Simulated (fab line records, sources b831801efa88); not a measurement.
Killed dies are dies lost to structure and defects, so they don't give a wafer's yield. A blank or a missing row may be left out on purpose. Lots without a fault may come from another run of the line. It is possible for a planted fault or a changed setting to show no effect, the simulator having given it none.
Matching of chambers ; flow sky130 ; SKY_VIA2_CMP_02 on cmp-01 has 4 sister chambers
The step polishes SiO2. 4 wafers are shown with their chamber, then 11 later ones without.

WAFERS PAIRED WITH THEIR CHAMBERS
wafer;chamber;motor current A (A)
L078.1;2;9.6
L080.2;3;12.7
L079.6;0;13.0
L081.1;1;14.9

WAFERS WITHOUT THEIR CHAMBER
wafer;motor current A (A)
L081.2;9.2
L081.6;9.0
L085.1;14.1
L085.4;13.6
L085.5;9.6
L094.2;13.2
L094.3;15.7
L094.5;12.8
L097.1;13.6
L097.4;13.7
L097.5;12.8

WHICH CHAMBER EACH ONE RAN IN
wafer;from the rows above;in truth
L081.2;2;2
L081.6;2;2
L085.1;can't be placed: 1 or 0 or 3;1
L085.4;can't be placed: 0 or 3 or 1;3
L085.5;2;2
L094.2;can't be placed: 0 or 3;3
L094.3;1;1
L094.5;can't be placed: 3 or 0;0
L097.1;can't be placed: 0 or 3 or 1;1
L097.4;can't be placed: 0 or 3 or 1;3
L097.5;can't be placed: 3 or 0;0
4 of 11 placed correctly. Can't be placed from these rows: 7 (the true chamber is among the candidates in 7). Number placed wrongly: 0.
How it was worked out, from the rows above alone: a wafer's distance from a chamber is the root of the sum, over the readings, of the square of ((its reading less the chamber's mean) divided by the reading's scatter). The wafer belongs to the nearest chamber; if the next one is less than 2 further off, it can't be placed. Each chamber's mean is taken over the wafers shown for it. The scatter: root of mean squared gap, hidden wafer to nearest shown wafer, with one shown wafer a chamber.
